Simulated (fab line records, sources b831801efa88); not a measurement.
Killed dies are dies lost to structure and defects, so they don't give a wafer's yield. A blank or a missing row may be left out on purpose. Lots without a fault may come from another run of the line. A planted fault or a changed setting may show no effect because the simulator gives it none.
Which tool did it? | flow gf180mcu | 12 lots, 36 wafers sampled, at 4 steps of a route of 602

WHAT THE GAUGES READ, wafer by wafer
GF_VT_IMPLANT_TW_MEAS_10.
lot  | measured     | on            | VT_IMPLANT_TW
L499 | day 6 06:08  | film_metro-04 | 567 564 565
L500 | day 6 17:47  | film_metro-04 | 565 568 566
L502 | day 6 23:13  | film_metro-03 | 568 569 570
L503 | day 7 04:28  | film_metro-04 | 562 566 565
L505 | day 7 14:28  | film_metro-04 | 565 560 564
L506 | day 7 23:50  | film_metro-02 | 557 556 559
L507 | day 8 05:27  | film_metro-02 | 562 562 560
L508 | day 8 11:21  | film_metro-04 | 569 565 568
L510 | day 8 22:54  | film_metro-02 | 560 559 558
L514 | day 10 01:01 | film_metro-02 | 559 556 557
L519 | day 11 06:49 | film_metro-03 | 570 570 569
L520 | day 11 13:02 | film_metro-04 | 567 568 567

GF_POLY_GATE_THK_MEAS_17.
lot  | measured     | on            | POLY_GATE_OXIDATION_THK (nm)
L499 | day 9 22:51  | film_metro-02 | 4.07 4.01 4.05
L500 | day 10 12:19 | film_metro-04 | 4.18 4.13 4.12
L502 | day 10 18:29 | film_metro-04 | 4.12 4.18 4.13
L503 | day 10 23:41 | film_metro-02 | 4.00 3.99 3.96
L505 | day 11 12:47 | film_metro-02 | 4.06 3.98 4.00
L506 | day 12 01:15 | film_metro-02 | 6.70 6.63 6.73
L507 | day 12 05:55 | film_metro-02 | 4.18 4.09 4.06
L508 | day 12 13:25 | film_metro-02 | 4.10 4.01 4.05
L510 | day 13 02:37 | film_metro-02 | 6.60 6.40 6.56
L514 | day 14 12:37 | film_metro-02 | 6.73 6.86 6.70
L519 | day 15 19:53 | film_metro-02 | 4.02 4.05 4.10
L520 | day 16 02:46 | film_metro-01 | 4.07 4.12 4.03

WHICH TOOL RAN EACH LOT (tool, then ch and the chambers of the sampled wafers, then the start)
lot  | GF_NWELL_STRIP_10                   | GF_POLY_GATE_OXIDATION_16
L499 | plasma_asher-02 ch 0,1, day 3 21:30 | furnace-01 ch 0, day 9 21:36
L500 | plasma_asher-01 ch 0,1, day 4 07:14 | furnace-02 ch 0, day 10 11:02
L502 | plasma_asher-03 ch 0,1, day 4 12:26 | furnace-02 ch 0, day 10 17:13
L503 | plasma_asher-01 ch 0,1, day 4 16:42 | furnace-01 ch 0, day 10 22:25
L505 | plasma_asher-02 ch 0,1, day 5 01:59 | furnace-02 ch 0, day 11 11:31
L506 | plasma_asher-02 ch 0,1, day 5 10:15 | furnace-01 ch 0, day 11 21:31 and furnace-02 ch 0, day 12 00:00
L507 | plasma_asher-02 ch 0,1, day 5 15:26 | furnace-01 ch 0, day 12 04:41
L508 | plasma_asher-02 ch 0,1, day 5 19:01 | furnace-01 ch 0, day 12 12:10
L510 | plasma_asher-02 ch 0,1, day 6 07:26 | furnace-02 ch 0, day 12 23:57
L514 | plasma_asher-01 ch 0,1, day 7 06:20 | furnace-01 ch 0, day 14 09:31 and furnace-02 ch 0, day 14 11:21
L519 | plasma_asher-02 ch 0,1, day 8 07:59 | furnace-02 ch 0, day 15 18:38
L520 | plasma_asher-02 ch 0,1, day 8 13:44 | furnace-02 ch 0, day 16 01:31
- GF_NWELL_STRIP_10: strips in O2/N2.
- GF_POLY_GATE_OXIDATION_16: stabilise 600 s, purge 300 s, target thk 4 nm.

WHAT THE TOOLS THEMSELVES READ (means of the sampled wafers that have a number; where no wafer has one, the mark that the record gives instead)
GF_NWELL_STRIP_10.
lot  | tool            | drypump_motor_current_A (A) | heater_power_w (W) | o2_flow_sccm (sccm) | oes_product_au (a.u.) | strip_time_to_endpoint_s (s)
L499 | plasma_asher-02 | 6.1                         | 320                | 3001                | 0.723                 | 36.94
L500 | plasma_asher-01 | 6.5                         | 357                | 3000                | 0.726                 | 36.95
L502 | plasma_asher-03 | 5.2                         | 385                | 3013                | 0.724                 | 36.93
L503 | plasma_asher-01 | 6.6                         | 355                | 2986                | 0.727                 | 37.07
L505 | plasma_asher-02 | 6.1                         | 312                | 2993                | 0.723                 | 36.98
L506 | plasma_asher-02 | 6.1                         | 334                | 3003                | 0.726                 | 36.97
L507 | plasma_asher-02 | 6.1                         | 319                | 3003                | 0.728                 | 36.88
L508 | plasma_asher-02 | 6.1                         | 318                | 3008                | 0.722                 | 37.04
L510 | plasma_asher-02 | 6.1                         | 342                | 3000                | 0.718                 | 37.02
L514 | plasma_asher-01 | 6.5                         | 358                | 3002                | 0.723                 | 37.05
L519 | plasma_asher-02 | 6.1                         | 335                | 3006                | 0.720                 | 37.02
L520 | plasma_asher-02 | 6.1                         | 336                | 2999                | 0.722                 | 36.78

GF_POLY_GATE_OXIDATION_16.
lot  | tool                  | ox_temp_c (C) | spike_tc_bottom_C (C) | spike_tc_lower_C (C) | zone_power_lower_pct (%)
L499 | furnace-01            | 849.6         | 867.0                 | 850.9                | 15.3
L500 | furnace-02            | 849.6         | 872.2                 | 851.2                | 16.8
L502 | furnace-02            | 850.1         | 871.6                 | 851.5                | 16.7
L503 | furnace-01            | 849.6         | 866.8                 | 851.2                | 15.0
L505 | furnace-02            | 849.3         | 871.7                 | 851.1                | 16.7
L506 | furnace-01/furnace-02 | 850.4         | 868.8                 | 850.8                | 15.8
L507 | furnace-01            | 850.5         | 867.7                 | 850.5                | 15.2
L508 | furnace-01            | 849.8         | 866.8                 | 850.7                | 15.2
L510 | furnace-02            | 850.0         | 872.0                 | 850.9                | 16.7
L514 | furnace-01/furnace-02 | 849.9         | 869.4                 | 851.0                | 15.9
L519 | furnace-02            | 849.8         | 873.0                 | 851.5                | 16.7
L520 | furnace-02            | 849.9         | 871.9                 | 851.6                | 16.6

THE ANSWER, worked out from the rows above alone
Rule: what is usual is taken from the lots themselves. Put in order of their means at a reading, lots are off if they are a third of the lots or fewer, leave a main group of 4 or more, and stand apart from it by a gap of 3 or more times the standard deviation of the main group's means; of several such gaps the widest counts. A main group whose means are all the same, to the digits that the tables above print for the reading, isn't used. A lot without any number at a reading at which 4 lots or more have one is off too. The other lots that the step has rows for count as sound. The gauges are gone through in route order, then the tools' own readings, and for those a lot's mean is taken as printed above. The first step at which some lot is off is used, and at that step the reading that is off furthest; a lot without a number counts as furthest.
Off: L506, L510, L514, at GF_POLY_GATE_THK_MEAS_17 (POLY_GATE_OXIDATION_THK). The main group: mean 4.07 nm, standard deviation 0.052.
A tool fits if, at a process step before that reading, it ran every lot that is off, and no sound lot after the first of them. The gauges at GF_POLY_GATE_THK_MEAS_17 are tried like those tools. None of those tried fits.

WHAT THE SIMULATOR HAD PUT IN
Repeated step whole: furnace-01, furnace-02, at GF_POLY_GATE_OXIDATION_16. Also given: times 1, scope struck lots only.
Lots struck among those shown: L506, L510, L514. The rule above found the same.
